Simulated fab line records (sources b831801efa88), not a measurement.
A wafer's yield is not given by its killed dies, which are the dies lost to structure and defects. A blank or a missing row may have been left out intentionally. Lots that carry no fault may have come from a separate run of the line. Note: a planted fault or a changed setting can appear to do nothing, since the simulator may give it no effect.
fab line records | flow sky130
record lots=6 wafers=18 lastDay=50
route steps=708 shown SD_N@344 PAD_OPEN@708
lots untouched by any fault: they come from a run of this same line in which no faults occurred
startH: hours from the record's opening day to when the first of the lot's shown wafers began | waitH: how many hours have passed since the lot's step before this one | " identical to the entry in the row above | L1.1+2: several wafers, shown together as one row | - either no value or no given start | * or withheld: withheld | < > ~ a bound
route shown NAME@n: NAME is a module with steps in the file, n the number in the route of the first one | usual: mean/standard deviation of fault-free wafers | same: alike in all rows | chamber/n: place in a boat | sites: each site's reading | _std_site: their standard deviation | _edge_site: mean of outer sites minus mean of inner sites | radiusMm: for every site, how far away it sits from the centre of the wafer | mask NAME#n: copy n | behind: tool/chamber where the wafer was last shaped | hold: why the lot went on hold/how many hours it stayed there/how the hold came to an end | device: names the non-switching transistor (n, p or np) | end of line: tests of these same wafers at the route's end | step lacking rows: just its recipe | killed: count of dies lost to structure and defects at first sort (not the wafer's yield) | map: shows each die of a wafer: x if killed, . if not, _ if none is there
set.NAME: the run value of the setting; set.NAME@STEP: its run value at that earlier step | model.NAME: the simulator's own value behind a step, which no gauge read
lots seen at some steps along the route; tables by step, rows by wafer
services: a tool's chamber out of use, with start hour (startH, from the record's first day; less than 0 if before it), hours out, and reason
## steps
# step SKY_SD_N_COAT_02
# recipe resist=NOVOLAK spinRpm=3000 resistThkNm=1140
# step SKY_SD_N_SOFTBAKE_03
# recipe tempC=90 timeS=60 resist=NOVOLAK
# step SKY_SD_N_EXPOSE_04
# recipe maskId=NSDM na=0.6 sourceShape=conventional sigmaOuter=0.6 polarization=unpolarized targetCdNm=380 doseMj=141
# step SKY_SD_N_PEB_05
# recipe tempC=withheld timeS=* resist=NOVOLAK
# step SKY_SD_N_DEVELOP_06
# recipe resist=NOVOLAK developer=TMAH developTimeS=60 devTempC=23
# step SKY_SD_N_CD_MEAS_07
# recipe targetCdNm=380
# usual cdNm=379.3/2.5
# columns lot.wafer tool chamber startH waitH cdNm
L436.4 cdSem-02 - 668.76 0.1 378.6
L436.5 " - " " 380.3
L436.6 " - " " 380.5
L437.1 cdSem-01 - 676.42 0.2 383.4
L437.5 " - " " 382.1
L437.6 " - " " 383.9
L441.1 cdSem-01 - 709.75 0.1 380.0
L441.2 " - " " 381.1
L441.5 " - " " 379.6
L447.2 cdSem-02 - 760.45 0.1 378.5
L447.3 " - " " 377.4
L447.4 " - " " 377.3
L457.1 cdSem-01 - 827.20 0.1 385.0
L457.4 " - " " 383.7
L457.6 " - " " 385.4
L458.2 cdSem-01 - 835.45 0.1 377.9
L458.3 " - " " 377.5
L458.6 " - " " 375.6
# step SKY_SD_N_OVL_MEAS_08
# usual SD_N_OVL=-0.1/1.5
# columns lot.wafer tool chamber startH waitH SD_N_OVL[nm]
L436.4 overlay-02 - 668.83 0.1 0.8
L436.5 " - " " 1.2
L436.6 " - " " 1.2
L437.1 overlay-02 - 676.54 0.1 3.0
L437.5 " - " " 0.6
L437.6 " - " " -0.4
L441.1 overlay-02 - 709.87 0.1 0.7
L441.2 " - " " 1.8
L441.5 " - " " 1.7
L447.2 overlay-01 - 760.55 0.1 -2.3
L447.3 " - " " -3.3
L447.4 " - " " -0.7
L457.1 overlay-02 - 827.32 0.1 0.8
L457.4 " - " " -0.5
L457.6 " - " " -0.7
L458.2 overlay-02 - 835.55 0.1 1.3
L458.3 " - " " 1.7
L458.6 " - " " 0.1
# step SKY_SD_N_IMPLANT_09
# recipe species=As energyKev=50 doseCm2=4e+15 tiltDeg=0
# step SKY_SD_N_IMPLANT_10
# recipe species=P energyKev=20 doseCm2=1e+14 tiltDeg=0
# step SKY_SD_N_STRIP_11
# recipe chemistry=O2/N2 powerW=1400 pressureMtorr=1500 platenTempC=withheld o2FlowSccm=3000 n2FlowSccm=300 overashFraction=0.5
# usual drypumpMotorCurrentA=5.9/0.57 oesProductAu=0.527/0.0046 stripTimeToEndpointS=22.55/0.04
# columns lot.wafer tool chamber startH waitH drypumpMotorCurrentA oesProductAu rfHoursCounterH stripTimeToEndpointS
L436.4 plasmaAsher-02 1 669.18 0.1 6.6 0.528 - 22.55
L436.5 " 1 " " 6.5 0.526 - 22.56
L436.6 " 0 " " 5.1 0.524 - 22.56
L437.1 plasmaAsher-03 0 676.87 0.1 6.0 0.517 96 22.61
L437.5 " 0 " " 6.1 0.532 - 22.54
L437.6 " 1 " " 5.7 0.526 - 22.63
L441.1 plasmaAsher-02 0 710.20 0.1 5.1 0.531 61 22.58
L441.2 " 1 " " 6.6 0.526 61 22.59
L441.5 " 0 " " 5.1 0.528 - 22.57
L447.2 plasmaAsher-02 1 760.88 0.1 6.7 0.525 67 22.54
L447.3 " 0 " " 5.1 0.527 - 22.56
L447.4 " 1 " " 6.6 0.533 - 22.51
L457.1 plasmaAsher-02 0 827.65 0.1 5.1 0.521 73 22.49
L457.4 " 1 " " 6.6 0.521 - 22.49
L457.6 " 0 " " 5.1 0.529 - 22.56
L458.2 plasmaAsher-02 1 835.88 0.1 6.6 0.529 74 22.55
L458.3 " 0 " " 5.1 0.527 - 22.56
L458.6 " 0 " " 5.1 0.530 - 22.58
# step SKY_SD_N_TW_MEAS_12
# usual SD_N_TW=4003/19
# columns lot.wafer tool chamber startH waitH SD_N_TW
L436.4 filmMetro-02 - 669.28 0.1 4012
L436.5 " - " " 4041
L436.6 " - " " 4010
L437.1 filmMetro-02 - 676.97 0.1 4040
L437.5 " - " " 4029
L437.6 " - " " 4030
L441.1 filmMetro-04 - 710.30 0.1 4003
L441.2 " - " " 4011
L441.5 " - " " 4003
L447.2 filmMetro-04 - 760.99 0.1 3976
L447.3 " - " " 3991
L447.4 " - " " 3985
L457.1 filmMetro-02 - 827.75 0.1 3990
L457.4 " - " " 4033
L457.6 " - " " 4004
L458.2 filmMetro-04 - 835.99 0.1 3980
L458.3 " - " " 3997
L458.6 " - " " 3994
# step SKY_SD_N_CLEAN_13
# recipe chemistry=SC1/SC2 mix=1:4:20 tempC=70 timeS=150 dry=n2Spin
# step SKY_SD_N_RTA_14
# recipe tempC=1075 timeS=2 idleTempC=650 rampUpCPerS=150 rampDownCPerS=90 ambient=N2
# usual lampPowerPct=15.73/0.052 wafer_temp_C_max=1078.1/1.2
# columns lot.wafer tool chamber startH waitH lampPowerPct wafer_temp_C_max
L436.4 rtpAnneal-01 0 669.40 0.0 15.78 1078.3
L436.5 " 0 " " 15.72 1078.0
L436.6 " 0 " " 15.75 1077.4
L437.1 rtpAnneal-02 0 677.09 0.0 15.63 1078.2
L437.5 " 0 " " 15.73 1078.7
L437.6 " 0 " " 15.70 1076.2
L441.1 rtpAnneal-02 0 710.41 0.0 15.70 1079.6
L441.2 " 0 " " 15.65 1079.6
L441.5 " 0 " " 15.70 1078.7
L441.1 rtpAnneal-02 0 710.63 0.2 15.79 1076.8
L441.2 " 0 " " 15.72 1078.5
L441.5 " 0 " " 15.85 1078.5
L447.2 rtpAnneal-01 0 761.10 0.0 15.66 1078.9
L447.3 " 0 " " 15.72 1080.1
L447.4 " 0 " " 15.72 1077.5
L447.2 rtpAnneal-01 0 761.32 0.2 15.70 1078.2
L447.3 " 0 " " 15.72 1078.2
L447.4 " 0 " " 15.69 1076.9
L457.1 rtpAnneal-02 0 827.88 0.0 15.82 1078.8
L457.4 " 0 " " 15.61 1076.8
L457.6 " 0 " " 15.78 1078.2
L458.2 rtpAnneal-01 0 836.10 0.0 15.69 1076.7
L458.3 " 0 " " 15.88 1076.7
L458.6 " 0 " " 15.64 1077.0
# step SKY_PAD_OPEN_PROBE_99
# usual killed_at_M0_to_M3=43/7.3 killed_at_M4_up=3.2/1.9 killedAtContacts=25/5.4 killedAtFrontEnd=16/4.4 killedAtOther=0.4/0.66 killedDies=87/11 killedOpen=48/7.9 killedShort=39/6.5
# same grossDies=492 killedAtBackSide=0
# columns lot.wafer tool chamber startH waitH killed_at_M0_to_M3 killed_at_M4_up killedAtContacts killedAtFrontEnd killedAtOther killedDies killedOpen killedShort model.etest.resXhighPo.lineOhmUm model.etest.resXhighPo.rsOhmSq model.etest.pfet_01v8.rOnOhmUm model.etest.resPdiff.lineOhmUm model.etest.pfetG5v0d10v5.rOnOhmUm model.etest.resHighPo.lineOhmUm model.etest.liconHighPo.rcOhm model.etest.resNdiff.lineOhmUm
L436.4 prober-01 - 1096.75 0.2 35 3 23 10 0 71 40 31 6085 2087 2948 1308 4680 780.3 371.4 735.9
L436.5 prober-01 - 1096.80 0.2 53 4 21 8 0 86 51 35 6205 2132 2899 1308 4629 772.7 370.6 724.3
L436.6 prober-01 - 1096.85 0.2 56 3 29 15 0 103 52 51 5927 2076 2869 1287 4650 773.4 362.6 721.2
L437.1 prober-02 - 1102.78 0.1 41 4 26 13 1 85 49 36 5441 1923 2829 1368 4726 720.4 339.5 765.4
L437.5 prober-02 - 1102.98 0.2 47 3 21 20 0 91 52 39 5463 1914 2739 1364 4651 729.6 345.9 760.3
L437.6 prober-02 - 1103.03 0.2 46 3 16 18 1 84 47 37 5313 1846 2708 1376 4715 733 329.2 762.3
L441.1 prober-02 - 1129.66 0.1 42 5 33 16 0 96 62 34 4290 1507 2522 1129 4559 628.1 268.2 669.8
L441.2 prober-02 - 1129.71 0.1 48 2 29 12 0 91 56 35 4298 1483 2515 1155 4633 641.1 263.7 693.9
L441.5 prober-02 - 1129.86 0.2 39 5 32 17 0 93 44 49 4443 1550 2516 1162 4592 645.3 270.1 697.1
L447.2 prober-02 - 1165.55 0.1 46 4 26 17 0 93 45 48 4229 1500 2556 1133 4650 625.1 261.1 690.5
L447.3 prober-02 - 1165.60 0.2 50 6 22 21 0 99 57 42 4287 1520 2636 1146 4678 624.3 270.2 692.2
L447.4 prober-02 - 1165.65 0.2 35 4 35 27 0 101 59 41 4241 1482 2601 1123 4699 623 262.1 682.1
L457.1 prober-02 - 1206.45 0.1 37 5 35 26 0 103 51 52 5665 1978 2873 1394 4736 735.8 353.2 767.5
L457.4 prober-02 - 1206.60 0.2 49 2 26 10 0 87 49 38 5470 1934 3009 1403 4791 724.5 339.4 771.6
L457.6 prober-02 - 1206.70 0.2 29 1 29 19 0 78 48 30 5787 1992 2874 1394 4749 746.2 349.8 765.7
L458.2 prober-01 - 1209.84 0.1 44 3 20 18 0 85 50 35 5801 2011 2855 1363 4688 731.9 338.8 744.6
L458.3 prober-01 - 1209.89 0.2 53 3 24 19 0 99 47 52 6061 2068 2797 1378 4688 767.4 356.8 762.2
L458.6 prober-01 - 1210.04 0.2 40 2 30 12 0 84 54 30 5785 2040 2839 1385 4727 739.3 341.5 772.8
# killed by level:class
L436.4 VIA1:geometricParticle:open=11 CONTACT:geometricParticle:open=11 VIA1:geometricParticle:short=7 LI_CONTACT:geometricParticle:open=6 CONTACT:geometricParticle:short=5 METAL2:geometricParticle:short=4 FIELD_ISO:geometricParticle:short=3 METAL4:geometricParticle:short=3
L436.5 CONTACT:geometricParticle:open=14 METAL2:geometricParticle:short=11 VIA1:geometricParticle:open=10 VIA2:geometricParticle:open=9 VIA3:geometricParticle:open=7 POLY_GATE:geometricParticle:open=4 VIA1:geometricParticle:short=4 LI_CONTACT:geometricParticle:open=3
L436.6 VIA3:geometricParticle:open=11 VIA1:geometricParticle:open=11 CONTACT:geometricParticle:open=9 METAL1:geometricParticle:short=8 LI_CONTACT:geometricParticle:open=7 METAL2:geometricParticle:short=7 POLY_GATE:geometricParticle:short=5 FIELD_ISO:geometricParticle:open=4
L437.1 LI_CONTACT:geometricParticle:open=11 VIA1:geometricParticle:open=8 METAL2:geometricParticle:short=6 VIA2:geometricParticle:open=6 VIA3:geometricParticle:open=6 LOCAL_INTERCONNECT:geometricParticle:short=5 CONTACT:geometricParticle:open=5 FIELD_ISO:geometricParticle:short=4
L437.5 POLY_GATE:geometricParticle:open=10 CONTACT:geometricParticle:open=8 LOCAL_INTERCONNECT:geometricParticle:short=7 VIA1:geometricParticle:open=7 METAL2:geometricParticle:short=7 VIA2:geometricParticle:open=7 VIA3:geometricParticle:open=7 LI_CONTACT:geometricParticle:open=4
L437.6 VIA2:geometricParticle:open=11 VIA3:geometricParticle:open=9 FIELD_ISO:geometricParticle:open=6 FIELD_ISO:geometricParticle:short=5 METAL2:geometricParticle:short=5 CONTACT:geometricParticle:open=5 VIA1:geometricParticle:open=5 CONTACT:geometricParticle:short=4
L441.1 CONTACT:geometricParticle:open=20 VIA1:geometricParticle:open=12 VIA2:geometricParticle:open=9 LI_CONTACT:geometricParticle:open=7 METAL1:geometricParticle:short=6 FIELD_ISO:geometricParticle:open=5 FIELD_ISO:geometricParticle:short=4 METAL4:geometricParticle:short=4
L441.2 VIA1:geometricParticle:open=18 LI_CONTACT:geometricParticle:open=13 CONTACT:geometricParticle:short=7 CONTACT:geometricParticle:open=7 METAL1:geometricParticle:short=5 METAL2:geometricParticle:short=5 VIA1:geometricParticle:short=4 METAL2:geometricParticle:open=4
L441.5 CONTACT:geometricParticle:open=11 LI_CONTACT:geometricParticle:open=9 VIA1:geometricParticle:short=9 VIA1:geometricParticle:open=8 METAL2:geometricParticle:short=7 FIELD_ISO:geometricParticle:short=6 CONTACT:geometricParticle:short=6 FIELD_ISO:geometricParticle:open=4
L447.2 CONTACT:geometricParticle:open=10 VIA3:geometricParticle:open=7 FIELD_ISO:geometricParticle:open=6 METAL2:geometricParticle:short=6 VIA1:geometricParticle:open=6 CONTACT:geometricParticle:short=6 METAL3:geometricParticle:short=6 VIA1:geometricParticle:short=6
L447.3 VIA1:geometricParticle:open=11 VIA2:geometricParticle:open=9 POLY_GATE:geometricParticle:short=7 LI_CONTACT:geometricParticle:open=7 VIA3:geometricParticle:open=7 POLY_GATE:geometricParticle:open=6 CONTACT:geometricParticle:open=6 CONTACT:geometricParticle:short=5
L447.4 FIELD_ISO:geometricParticle:open=11 CONTACT:geometricParticle:open=11 LOCAL_INTERCONNECT:geometricParticle:short=10 FIELD_ISO:geometricParticle:short=7 VIA2:geometricParticle:open=7 LI_CONTACT:geometricParticle:open=7 VIA3:geometricParticle:open=7 POLY_GATE:geometricParticle:open=5
L457.1 CONTACT:geometricParticle:open=14 FIELD_ISO:geometricParticle:open=9 VIA1:geometricParticle:short=8 POLY_GATE:geometricParticle:open=7 LOCAL_INTERCONNECT:geometricParticle:short=6 CONTACT:geometricParticle:short=6 VIA1:geometricParticle:open=6 POLY_GATE:geometricParticle:short=5
L457.4 VIA1:geometricParticle:open=10 CONTACT:geometricParticle:open=9 VIA2:geometricParticle:open=7 VIA1:geometricParticle:short=6 VIA3:geometricParticle:open=6 LI_CONTACT:geometricParticle:short=5 CONTACT:geometricParticle:short=5 VIA3:geometricParticle:short=5
L457.6 CONTACT:geometricParticle:open=14 LI_CONTACT:geometricParticle:open=8 FIELD_ISO:geometricParticle:open=6 VIA3:geometricParticle:open=5 VIA1:geometricParticle:open=4 METAL2:geometricParticle:short=4 FIELD_ISO:geometricParticle:short=3 POLY_GATE:geometricParticle:short=3
L458.2 LI_CONTACT:geometricParticle:open=8 VIA2:geometricParticle:short=7 VIA1:geometricParticle:open=7 VIA3:geometricParticle:open=7 POLY_GATE:geometricParticle:open=6 VIA2:geometricParticle:open=6 METAL1:geometricParticle:short=6 FIELD_ISO:geometricParticle:open=5
L458.3 VIA1:geometricParticle:open=13 VIA2:geometricParticle:open=12 LI_CONTACT:geometricParticle:short=8 FIELD_ISO:geometricParticle:short=7 CONTACT:geometricParticle:open=6 METAL1:geometricParticle:short=6 VIA1:geometricParticle:short=6 METAL2:geometricParticle:short=4
L458.6 CONTACT:geometricParticle:open=14 VIA2:geometricParticle:open=8 LI_CONTACT:geometricParticle:open=8 VIA1:geometricParticle:short=7 VIA1:geometricParticle:open=7 POLY_GATE:geometricParticle:open=5 METAL1:geometricParticle:short=5 LOCAL_INTERCONNECT:geometricParticle:short=5
## services
# columns tool chamber startH hours kind
rtpAnneal-01 - 708.20 0.8 pm
plasmaAsher-03 - 708.66 5.0 repair
rtpAnneal-02 - 716.93 11.1 repair
plasmaAsher-03 - 733.75 9.0 pm
plasmaAsher-03 0 733.75 9.0 ventCycle
plasmaAsher-03 1 733.75 9.0 ventCycle
plasmaAsher-03 0 742.75 - clean
plasmaAsher-03 1 742.75 - clean
plasmaAsher-03 - 788.06 2.8 pm
plasmaAsher-03 - 831.59 2.0 repair
plasmaAsher-03 - 833.76 28.1 pm
## key
firstSign step=SKY_SD_N_RTA_14 reading=visit direction=added
effect none on later readings
modelEffect step=SKY_PAD_OPEN_PROBE_99 value=etest.resXhighPo.lineOhmUm without=5762 struck=4298
metAt SKY_SD_N_RTA_14
struckWafers L441.1,L441.2,L441.5,L447.2,L447.3,L447.4
testerLeftOut L441,L447
fault kind=repeatedStepWhole tool=rtpAnneal-01,rtpAnneal-02 chamber=- onsetH=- steps=SKY_SD_N_RTA_14 times=1 scope=struckLotsOnly
# testerLeftOut: of these lots the tester's yield and bins aren't shown, on N5 and GAA mostly nor the transistor test; their killed dies are dies lost to structure and defects alone, not to doping, threshold or leakage, so they don't give the yield
